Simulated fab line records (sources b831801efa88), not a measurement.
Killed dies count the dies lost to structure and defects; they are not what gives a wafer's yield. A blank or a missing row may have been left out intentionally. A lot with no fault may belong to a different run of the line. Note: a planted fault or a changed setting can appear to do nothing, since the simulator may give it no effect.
Which tool was responsible? ; flow gf180mcu ; 24 lots, 72 wafers sampled, at 5 steps of a route of 602

WHAT THE GAUGES READ, wafer by wafer
GF_V2_THK_MEAS_03. Usual: V2_CVD_02_THK 848 nm, standard deviation 10.
lot;measured;on;V2_CVD_02_THK (nm);flag
L074;day 19 02:09;film_metro-01;842 838 844;
L075;day 19 21:42;film_metro-02;849 845 864;
L076;day 20 01:01;film_metro-01;832 835 851;
L077;day 20 13:39;film_metro-01;856 856 850;
L078;day 20 21:26;film_metro-01;831 859 860;
L079;day 21 08:19;film_metro-02;841 836 834;
L080;day 21 14:19;film_metro-01;846 837 859;
L081;day 22 06:37;film_metro-02;834 873 860;
L082;day 22 08:07;film_metro-02;844 845 852;
L083;day 22 17:38;film_metro-04;833 874 852;
L084;day 23 00:57;film_metro-04;829 840 858;
L085;day 23 11:45;film_metro-01;843 850 847;
L086;day 23 21:49;film_metro-01;843 846 852;
L087;day 24 08:10;film_metro-02;832 839 852;
L088;day 24 12:10;film_metro-02;837 842 848;
L089;day 24 15:58;film_metro-01;850 843 858;
L090;day 25 02:35;film_metro-04;839 839 859;
L091;day 25 10:14;film_metro-04;841 844 845;
L092;day 25 20:07;film_metro-04;858 867 869;
L093;day 26 07:28;film_metro-02;852 843 859;
L094;day 26 08:25;film_metro-04;843 863 874;
L095;day 26 12:51;film_metro-01;843 862 855;
L096;day 27 00:53;film_metro-01;840 852 860;
L097;day 27 09:32;film_metro-02;840 860 851;

GF_M3_RS_MEAS_05: measurement is done with a four-point probe. Usual: M3_ALCU_RS 0.0700 ohm/sq, standard deviation 0.0009.
lot;measured;on;M3_ALCU_RS (ohm/sq);flag
L074;day 20 04:16;film_metro-03;0.0701 0.0706 0.0708;
L075;day 20 23:28;film_metro-03;0.0709 0.0701 0.0705;
L076;day 21 02:21;film_metro-01;0.0719 0.0710 0.0713;
L077;day 21 16:06;film_metro-01;0.0700 0.0699 0.0705;
L078;day 21 23:19;film_metro-03;0.0687 0.0687 0.0687;
L079;day 22 09:40;film_metro-03;0.0688 0.0688 0.0689;
L080;day 22 15:06;film_metro-01;0.0709 0.0710 0.0706;
L081;day 23 07:17;film_metro-01;0.0691 0.0698 0.0696;
L082;day 23 09:41;film_metro-01;0.0696 0.0702 0.0699;
L083;day 23 18:48;film_metro-03;0.0684 0.0688 0.0682;
L084;day 24 01:54;film_metro-01;0.0688 0.0682 0.0698;
L085;day 24 12:16;film_metro-03;0.0713 0.0702 0.0702;
L086;day 24 22:09;film_metro-03;0.0709 0.0703 0.0705;
L087;day 25 07:48;film_metro-04;0.0686 0.0696 0.0694;
L088;day 25 11:37;film_metro-03;0.0690 0.0692 0.0694;
L089;day 25 16:35;film_metro-03;0.0695 0.0693 0.0690;
L090;day 26 02:23;film_metro-01;0.0694 0.0699 0.0694;
L091;day 26 09:06;film_metro-01;0.0721 0.0708 0.0713;
L092;day 26 19:08;film_metro-01;0.0701 0.0700 0.0705;
L093;day 27 06:19;film_metro-03;0.0702 0.0694 0.0695;
L094;day 27 07:16;film_metro-04;0.0708 0.0696 0.0706;
L095;day 27 11:22;film_metro-04;0.0711 0.0709 0.0709;
L096;day 27 22:21;film_metro-04;0.0705 0.0707 0.0709;
L097;day 28 07:31;film_metro-03;0.0696 0.0690 0.0689;

GF_V3_BOW_MEAS_05. Usual: V3_BOW 118 um, standard deviation 8.7.
lot;measured;on;V3_BOW (um);flag
L074;day 21 06:02;film_metro-02;120 116 122;
L075;day 22 00:41;film_metro-03;130 121 111;
L076;day 22 03:46;film_metro-03;130 119 132;
L077;day 22 16:38;film_metro-03;127 128 133;
L078;day 22 23:59;film_metro-01;119 128 115;
L079;day 23 10:20;film_metro-03;110 95 96;
L080;day 23 15:20;film_metro-01;116 121 111;
L081;day 24 06:56;film_metro-03;127 127 119;
L082;day 24 09:23;film_metro-03;100 121 108;
L083;day 24 18:14;film_metro-03;108 131 110;
L084;day 25 00:46;film_metro-03;112 111 117;
L085;day 25 10:44;film_metro-02;140 114 118;
L086;day 25 20:35;film_metro-01;118 117 119;
L087;day 26 06:08;film_metro-03;111 114 113;
L088;day 26 09:31;film_metro-02;122 119 106;
L089;day 26 14:54;film_metro-03;118 129 126;
L090;day 27 00:52;film_metro-02;102 116 119;
L091;day 27 07:14;film_metro-03;103 113 114;
L092;day 27 16:55;film_metro-02;96 122 118;
L093;day 28 03:43;film_metro-03;119 120 109;
L094;day 28 05:21;film_metro-03;126 134 123;
L095;day 28 08:09;film_metro-03;100 118 109;
L096;day 28 19:22;film_metro-01;129 117 118;
L097;day 29 04:40;film_metro-03;123 124 121;

WHAT TOOL EACH LOT RAN ON (gives the tool, then ch and the chambers of the sampled wafers, and finally the start)
lot;GF_V1_STRIP_18;GF_M3_METAL_ETCH_16
L074;plasma_asher-04 ch 0,1, day 17 23:32;rie_metal-02 ch 0,1, day 21 04:47
L075;plasma_asher-04 ch 0,1, day 18 18:32;rie_metal-02 ch 0,1, day 21 23:23
L076;plasma_asher-04 ch 0,1, day 18 22:13;rie_metal-01 ch 0,1, day 22 02:34
L077;plasma_asher-02 ch 0,1, day 19 10:59;rie_metal-02 ch 0,1, day 22 15:21
L078;plasma_asher-04 ch 0, day 19 18:58;rie_metal-01 ch 0, day 22 22:43
L079;plasma_asher-03 ch 0,1, day 20 05:55;rie_metal-02 ch 0,1, day 23 08:58
L080;plasma_asher-02 ch 0,1, day 20 12:04;rie_metal-04 ch 0,1, day 23 14:01
L081;plasma_asher-04 ch 0,1, day 21 04:17;rie_metal-01 ch 0,1, day 24 05:40
L082;plasma_asher-02 ch 0, day 21 06:34;rie_metal-04 ch 0, day 24 08:10
L083;plasma_asher-02 ch 0,1, day 21 15:30;rie_metal-01 ch 0,1, day 24 16:59
L084;plasma_asher-02 ch 0,1, day 21 23:33;rie_metal-02 ch 0,1, day 24 23:32
L085;plasma_asher-02 ch 0,1, day 22 10:12;rie_metal-01 ch 0,1, day 25 09:32
L086;plasma_asher-04 ch 0,1, day 22 20:23;rie_metal-04 ch 0,1, day 25 19:22
L087;plasma_asher-04 ch 0,1, day 23 07:23;rie_metal-02 ch 0,1, day 26 04:55
L088;plasma_asher-02 ch 0,1, day 23 12:07;rie_metal-04 ch 0,1, day 26 08:17
L089;plasma_asher-02 ch 0, day 23 15:27;rie_metal-01 ch 0, day 26 13:34
L090;plasma_asher-02 ch 0,1, day 24 02:22;rie_metal-02 ch 0,1, day 26 23:40
L091;plasma_asher-03 ch 1, day 24 10:24;rie_metal-02 ch 0,1, day 27 06:01
L092;plasma_asher-03 ch 1, day 24 20:03;rie_metal-01 ch 0,1, day 27 15:40
L093;plasma_asher-02 ch 0,1, day 25 07:55;rie_metal-02 ch 0,1, day 28 02:29
L094;plasma_asher-04 ch 0,1, day 25 09:09;rie_metal-01 ch 0,1, day 28 03:47
L095;plasma_asher-02 ch 0, day 25 14:10;rie_metal-04 ch 0,1, day 28 06:55
L096;plasma_asher-02 ch 0,1, day 26 01:15;rie_metal-01 ch 0,1, day 28 17:47
L097;plasma_asher-04 ch 0,1, day 26 10:19;rie_metal-02 ch 0,1, day 29 03:19
- GF_V1_STRIP_18: strips in O2/N2.
- GF_M3_METAL_ETCH_16: etches the open film in Cl2/BCl3, stops on SiO2, target depth 627.5 nm, time 104.6 s.

WHAT THE TOOLS THEMSELVES READ (means of the sampled wafers that have a number; where no wafer has one, the mark that the record gives instead)
GF_V1_STRIP_18. Usual: drypump_motor_current_A 6.19 A, standard deviation 0.26; heater_power_w 334 W, standard deviation 26; oes_product_au 0.593 a.u., standard deviation 0.0049.
lot;tool;drypump_motor_current_A (A);heater_power_w (W);oes_product_au (a.u.);flag
L074;plasma_asher-04;6.20;308;0.594;
L075;plasma_asher-04;6.18;307;0.593;
L076;plasma_asher-04;6.16;310;0.590;
L077;plasma_asher-02;6.28;337;0.598;
L078;plasma_asher-04;6.04;297;0.589;
L079;plasma_asher-03;5.72;392;0.591;
L080;plasma_asher-02;6.27;334;0.593;
L081;plasma_asher-04;6.32;323;0.594;
L082;plasma_asher-02;6.34;329;0.589;
L083;plasma_asher-02;6.27;328;0.595;
L084;plasma_asher-02;6.29;334;0.592;
L085;plasma_asher-02;6.26;333;0.591;
L086;plasma_asher-04;6.32;320;0.591;
L087;plasma_asher-04;6.31;328;0.589;
L088;plasma_asher-02;6.29;329;0.596;
L089;plasma_asher-02;6.33;336;0.590;
L090;plasma_asher-02;6.29;332;0.595;
L091;plasma_asher-03;5.84;396;0.594;
L092;plasma_asher-03;5.85;392;0.589;
L093;plasma_asher-02;6.26;333;0.596;
L094;plasma_asher-04;6.32;330;0.596;
L095;plasma_asher-02;6.34;334;0.591;
L096;plasma_asher-02;6.31;333;0.592;
L097;plasma_asher-04;6.18;308;0.592;

GF_M3_METAL_ETCH_16. Usual: drypump_motor_current_A 5.6 A, standard deviation 0.5; oes_product_au 0.969 a.u., standard deviation 0.0069; throttle_valve_pct 28.251 %, standard deviation 0.0093.
lot;tool;drypump_motor_current_A (A);oes_product_au (a.u.);throttle_valve_pct (%);flag
L074;rie_metal-02;5.9;0.969;28.260;
L075;rie_metal-02;5.9;0.966;28.259;
L076;rie_metal-01;5.3;0.962;28.255;
L077;rie_metal-02;5.9;0.971;28.253;
L078;rie_metal-01;4.9;0.977;28.242;
L079;rie_metal-02;5.9;0.980;28.245;
L080;rie_metal-04;5.7;0.964;28.253;
L081;rie_metal-01;5.7;0.973;28.244;
L082;rie_metal-04;5.6;0.965;28.252;
L083;rie_metal-01;5.7;0.974;28.245;
L084;rie_metal-02;5.5;0.981;28.249;
L085;rie_metal-01;5.7;0.965;28.255;
L086;rie_metal-04;5.7;0.963;28.249;
L087;rie_metal-02;5.5;0.973;28.245;
L088;rie_metal-04;5.7;0.976;28.243;
L089;rie_metal-01;4.9;0.979;28.249;
L090;rie_metal-02;5.5;0.974;28.246;
L091;rie_metal-02;5.5;0.961;28.255;
L092;rie_metal-01;5.7;0.964;28.252;
L093;rie_metal-02;5.5;0.972;28.247;
L094;rie_metal-01;5.7;0.967;28.247;
L095;rie_metal-04;5.7;0.967;28.259;
L096;rie_metal-01;5.7;0.966;28.252;
L097;rie_metal-02;5.9;0.973;28.253;

THE ANSWER, worked out from the rows above alone
Rule: take the mean of a lot's wafers that have a number; if it is more than 3 standard deviations from the usual mean, the lot is off. Also off: a lot with no number at a reading for which 4 or more lots have one. Any other lot the step has rows for is counted as sound. After the gauges, taken in route order, come the tools' own readings; for these a lot's mean is taken, as printed above. The first step at which some lot is off is used, and at that step the reading that is off furthest; a lot without a number counts as furthest.
None of the lots is off at any reading shown; this tells nothing.

WHAT THE SIMULATOR HAD INSERTED
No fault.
